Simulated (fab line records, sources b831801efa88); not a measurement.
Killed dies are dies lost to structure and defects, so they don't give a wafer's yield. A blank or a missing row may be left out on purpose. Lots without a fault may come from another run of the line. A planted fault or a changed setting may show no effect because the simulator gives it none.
Which tool did it? | flow gf180mcu | 13 lots, 39 wafers sampled, at 6 steps of a route of 602

WHAT THE GAUGES READ, wafer by wafer
GF_STI_THK_MEAS_02. Usual: STI_OXIDATION_THK 10.02 nm, standard deviation 0.21.
lot  | measured    | on            | STI_OXIDATION_THK (nm) | flag
L418 | day 1 11:32 | film_metro-02 | 10.30 10.18 10.14      |
L419 | day 1 17:01 | film_metro-02 | 9.99 10.01 10.10       |
L420 | day 1 22:02 | film_metro-02 | 9.91 9.59 9.87         |
L421 | day 2 03:08 | film_metro-02 | 9.76 9.90 9.99         |
L422 | day 2 07:33 | film_metro-02 | 9.86 9.94 9.90         |
L423 | day 2 12:55 | film_metro-01 | 9.85 9.83 9.88         |
L424 | day 2 17:55 | film_metro-01 | 10.15 10.18 10.12      |
L425 | day 2 22:31 | film_metro-01 | 10.32 10.41 10.40      |
L427 | day 3 09:00 | film_metro-01 | 10.11 9.86 10.07       |
L428 | day 3 13:33 | film_metro-04 | 10.19 9.98 10.33       |
L435 | day 5 00:31 | film_metro-01 | 9.88 9.95 9.82         |
L437 | day 5 10:55 | film_metro-01 | 10.30 10.45 10.33      |
L439 | day 5 20:42 | film_metro-04 | 10.07 10.05 10.00      |

GF_MVPSD_TW_MEAS_11. Usual: MVPSD_TW 551, standard deviation 4.8.
lot  | measured     | on            | MVPSD_TW    | flag
L418 | day 4 22:55  | film_metro-03 | 549 548 547 |
L419 | day 5 05:24  | film_metro-04 | 560 557 557 |
L420 | day 5 11:57  | film_metro-03 | 542 545 544 |
L421 | day 5 15:45  | film_metro-02 | 556 555 553 |
L422 | day 6 02:46  | film_metro-02 | 556 558 560 |
L423 | day 6 05:57  | film_metro-04 | 550 556 553 |
L424 | day 6 12:28  | film_metro-03 | 546 547 548 |
L425 | day 6 18:57  | film_metro-04 | 555 555 555 |
L427 | day 7 05:46  | film_metro-02 | 556 556 556 |
L428 | day 7 15:00  | film_metro-04 | 549 553 553 |
L435 | day 9 06:55  | film_metro-03 | 696 700 702 | OFF
L437 | day 9 18:48  | film_metro-03 | 696 701 699 | OFF
L439 | day 10 06:44 | film_metro-02 | 555 554 556 |

GF_VT_IMPLANT_RS_MEAS_49: measures by four-point-probe. Usual: MVPSD_RS 1169 ohm/sq, standard deviation 3.3.
lot  | measured     | on            | MVPSD_RS (ohm/sq) | flag
L418 | day 7 13:16  | film_metro-03 | 1164 1168 1167    |
L419 | day 7 20:04  | film_metro-04 | 1172 1170 1172    |
L420 | day 8 02:40  | film_metro-04 | 1172 1171 1172    |
L421 | day 8 07:49  | film_metro-03 | 1174 1175 1173    |
L422 | day 8 18:38  | film_metro-04 | 1167 1167 1167    |
L423 | day 8 23:49  | film_metro-03 | 1169 1168 1168    |
L424 | day 9 05:42  | film_metro-04 | 1177 1176 1178    |
L425 | day 9 11:47  | film_metro-03 | 1167 1169 1168    |
L427 | day 10 01:22 | film_metro-03 | 1164 1164 1163    |
L428 | day 10 11:52 | film_metro-02 | 1170 1167 1167    |
L435 | day 12 08:35 | film_metro-04 | 657 657 658       | OFF
L437 | day 12 21:01 | film_metro-04 | 658 658 658       | OFF
L439 | day 13 10:04 | film_metro-03 | 1169 1172 1169    |

GF_NSD_CD_MEAS_07: target cd 400 nm. Usual: cd_nm 400.1 nm, standard deviation 2.3.
lot  | measured     | on        | cd_nm (nm)        | flag
L418 | day 13 07:31 | cd_sem-02 | 398.1 396.1 397.5 |
L419 | day 13 16:57 | cd_sem-01 | 399.8 398.9 398.3 |
L420 | day 14 00:48 | cd_sem-02 | 400.2 400.0 397.7 |
L421 | day 14 04:49 | cd_sem-02 | 402.8 400.2 398.9 |
L422 | day 14 19:47 | cd_sem-01 | 398.6 400.5 400.7 |
L423 | day 15 01:16 | cd_sem-02 | 401.4 400.6 401.7 |
L424 | day 15 10:14 | cd_sem-02 | 401.0 400.2 400.0 |
L425 | day 15 14:57 | cd_sem-01 | 398.8 398.5 398.3 |
L427 | day 16 10:20 | cd_sem-02 | 403.8 402.0 403.8 |
L428 | day 16 19:40 | cd_sem-01 | 400.3 401.0 402.0 |
L435 | day 19 11:28 | cd_sem-02 | 398.8 402.3 402.9 |
L437 | day 19 22:07 | cd_sem-02 | 398.4 397.9 398.9 |
L439 | day 20 13:13 | cd_sem-02 | 395.9 395.5 396.4 |

GF_SAB_CD_MEAS_09: target cd 420 nm. Usual: cd_nm 419.9 nm, standard deviation 2.5.
lot  | measured     | on        | cd_nm (nm)        | flag
L418 | day 15 03:06 | cd_sem-01 | 418.4 420.1 419.6 |
L419 | day 15 12:19 | cd_sem-02 | 415.4 416.6 417.2 |
L420 | day 15 21:31 | cd_sem-01 | 422.2 422.9 421.7 |
L421 | day 16 00:45 | cd_sem-02 | 417.7 418.0 417.6 |
L422 | day 16 15:32 | cd_sem-02 | 416.7 415.4 419.0 |
L423 | day 16 22:58 | cd_sem-01 | 425.6 426.2 423.7 |
L424 | day 17 07:47 | cd_sem-01 | 420.9 419.4 421.7 |
L425 | day 17 12:58 | cd_sem-02 | 424.7 423.3 423.2 |
L427 | day 18 09:45 | cd_sem-02 | 417.0 418.4 418.1 |
L428 | day 18 19:36 | cd_sem-02 | 422.7 418.5 418.9 |
L435 | day 21 12:09 | cd_sem-02 | 417.9 417.3 417.9 |
L437 | day 21 22:33 | cd_sem-02 | 425.7 423.0 426.2 |
L439 | day 22 13:08 | cd_sem-02 | 420.4 419.4 420.7 |

WHICH TOOL RAN EACH LOT (tool, then ch and the chambers of the sampled wafers, then the start)
lot  | GF_MVPSD_IMPLANT_09
L418 | implanter-01 ch 0, day 4 22:42
L419 | implanter-04 ch 0, day 5 05:09
L420 | implanter-01 ch 0, day 5 11:42
L421 | implanter-04 ch 0, day 5 15:30
L422 | implanter-04 ch 0, day 6 02:31
L423 | implanter-01 ch 0, day 6 05:42
L424 | implanter-01 ch 0, day 6 12:13
L425 | implanter-02 ch 0, day 6 18:42
L427 | implanter-04 ch 0, day 7 05:33
L428 | implanter-02 ch 0, day 7 14:45
L435 | implanter-01 ch 0, day 9 06:41
L437 | implanter-01 ch 0, day 9 18:33
L439 | implanter-02 ch 0, day 10 06:29
- GF_MVPSD_IMPLANT_09

WHAT THE TOOLS THEMSELVES READ (means of the sampled wafers that have a number; where no wafer has one, the mark that the record gives instead)
GF_MVPSD_IMPLANT_09. Usual: dose_ions_cm2 5.001e+12, standard deviation 5.8e+09; faraday_current_uA 28.2, standard deviation 0.56; tilt_deg -0.005 degrees, standard deviation 0.021.
lot  | tool         | dose_ions_cm2 | faraday_current_uA | tilt_deg (degrees) | flag
L418 | implanter-01 | 5.000e+12     | 28.5               | -0.011             |
L419 | implanter-04 | 5.000e+12     | 27.9               | 0.026              |
L420 | implanter-01 | 5.001e+12     | 28.1               | -0.010             |
L421 | implanter-04 | 5.003e+12     | 28.3               | -0.002             |
L422 | implanter-04 | 5.001e+12     | 27.7               | -0.003             |
L423 | implanter-01 | 4.997e+12     | 28.6               | -0.008             |
L424 | implanter-01 | 5.002e+12     | 28.2               | -0.028             |
L425 | implanter-02 | 4.995e+12     | 28.4               | -0.012             |
L427 | implanter-04 | 5.004e+12     | 27.8               | 0.014              |
L428 | implanter-02 | 5.001e+12     | 27.6               | -0.041             |
L435 | implanter-01 | 4.107e+13     | 235.4              | -0.039             | OFF
L437 | implanter-01 | 4.107e+13     | 231.3              | 0.007              | OFF
L439 | implanter-02 | 5.004e+12     | 28.2               | 0.029              |

THE ANSWER, worked out from the rows above alone
Rule: a lot is off if the mean of its wafers that have a number lies more than 3 standard deviations from the usual mean. A lot without any number at a reading at which 4 lots or more have one is off too. The other lots that the step has rows for count as sound. The gauges are gone through in route order, then the tools' own readings, and for those a lot's mean is taken as printed above. The first step at which some lot is off is used, and at that step the reading that is off furthest; a lot without a number counts as furthest.
Off: L435, L437, at GF_MVPSD_TW_MEAS_11 (MVPSD_TW).
A tool fits if, at a process step before that reading, it ran every lot that is off, and no sound lot after the first of them. The gauges at GF_MVPSD_TW_MEAS_11 aren't tried: what is off there is off at GF_VT_IMPLANT_RS_MEAS_49 too, on other tools, and a gauge's error can't cause that. One fits: implanter-01 at GF_MVPSD_IMPLANT_09. Its last sound lot is L424 (day 6 12:13), its first lot that is off L435 (day 9 06:41): a fault that began between those two fits.
The tool's own readings at GF_MVPSD_IMPLANT_09 bear it out: on the lots that are off they differ by more than 5 times the standard deviation of the sound lots' means. dose_ions_cm2 reads 4.107e+13 there against 5.001e+12 on the sound lots; faraday_current_uA reads 233.4 there against 28.1 on the sound lots.

WHAT THE SIMULATOR HAD PUT IN
Process parameter drift: implanter-01, from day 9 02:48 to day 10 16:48, at GF_MVPSD_IMPLANT_09. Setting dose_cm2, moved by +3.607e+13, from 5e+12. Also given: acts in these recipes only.
Lots struck among those shown: L435, L437. The rule above found the same.
